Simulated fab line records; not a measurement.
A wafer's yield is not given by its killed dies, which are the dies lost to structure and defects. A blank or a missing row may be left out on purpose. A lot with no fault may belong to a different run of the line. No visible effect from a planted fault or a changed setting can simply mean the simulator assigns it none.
What tool caused it? | flow gf180mcu | 7 lots, 21 wafers sampled, at 2 steps of a route of 602

WHAT EACH GAUGE READ, for each wafer
GF_HV_LDD_THK_MEAS_57.
lot  | measured     | on            | HV_LDD_CVD_56_THK (nm)
L180 | day 13 23:14 | film_metro-03 | 89.0 90.6 89.6
L184 | day 15 17:13 | film_metro-01 | 89.2 89.3 89.5
L186 | day 15 19:45 | film_metro-03 | 89.2 89.7 89.1
L188 | day 16 09:35 | film_metro-03 | 90.0 90.2 90.4
L191 | day 17 17:57 | film_metro-03 | 34.5 34.4 33.9 34.4 34.5 33.9
L194 | day 19 00:47 | film_metro-01 | 90.1 90.3 90.4
L199 | day 20 02:42 | film_metro-02 | 91.5 91.8 91.6

WHICH TOOL RAN EACH LOT (tool, then ch and the chambers of the sampled wafers, then the start)
lot  | GF_HV_LDD_CVD_56
L180 | lpcvd-02 ch 0, day 13 21:49
L184 | lpcvd-02 ch 0, day 15 15:47
L186 | lpcvd-02 ch 1, day 15 18:17
L188 | lpcvd-02 ch 1, day 16 08:09
L191 | lpcvd-01 ch 0, day 17 16:30
L194 | lpcvd-02 ch 0, day 18 23:20
L199 | lpcvd-02 ch 0, day 20 01:16
- GF_HV_LDD_CVD_56: deposits Si3N4 from DCS/NH3, target thk 90 nm, time 1543 s.

THE ANSWER, worked out from the rows above alone
Rule: the lots themselves supply what counts as usual. Put in order of their means at a reading, lots are off if they are a third of the lots or fewer, leave a main group of 4 or more, and stand apart from it by a gap of 3 or more times the standard deviation of the main group's means; of several such gaps the widest counts. If all means in a main group match to the digits the tables above print for the reading, that group is not used. A lot without any number at a reading at which 4 lots or more have one is off too. Where the step has rows for the other lots, those lots are counted as sound.
Off: at GF_HV_LDD_THK_MEAS_57 (HV_LDD_CVD_56_THK), L191. Mean 90.1 nm and standard deviation 0.78 in the main group.
If a tool, at a process step before that reading, ran all the lots that are off and no sound lot after the first of them, it fits. Those tools and the gauges at GF_HV_LDD_THK_MEAS_57 are tried in the same way. 2 tools fit, lpcvd-01 at GF_HV_LDD_CVD_56 and film_metro-03 at GF_HV_LDD_THK_MEAS_57, so this cannot tell which one it is.

WHAT THE SIMULATOR HAD PUT IN
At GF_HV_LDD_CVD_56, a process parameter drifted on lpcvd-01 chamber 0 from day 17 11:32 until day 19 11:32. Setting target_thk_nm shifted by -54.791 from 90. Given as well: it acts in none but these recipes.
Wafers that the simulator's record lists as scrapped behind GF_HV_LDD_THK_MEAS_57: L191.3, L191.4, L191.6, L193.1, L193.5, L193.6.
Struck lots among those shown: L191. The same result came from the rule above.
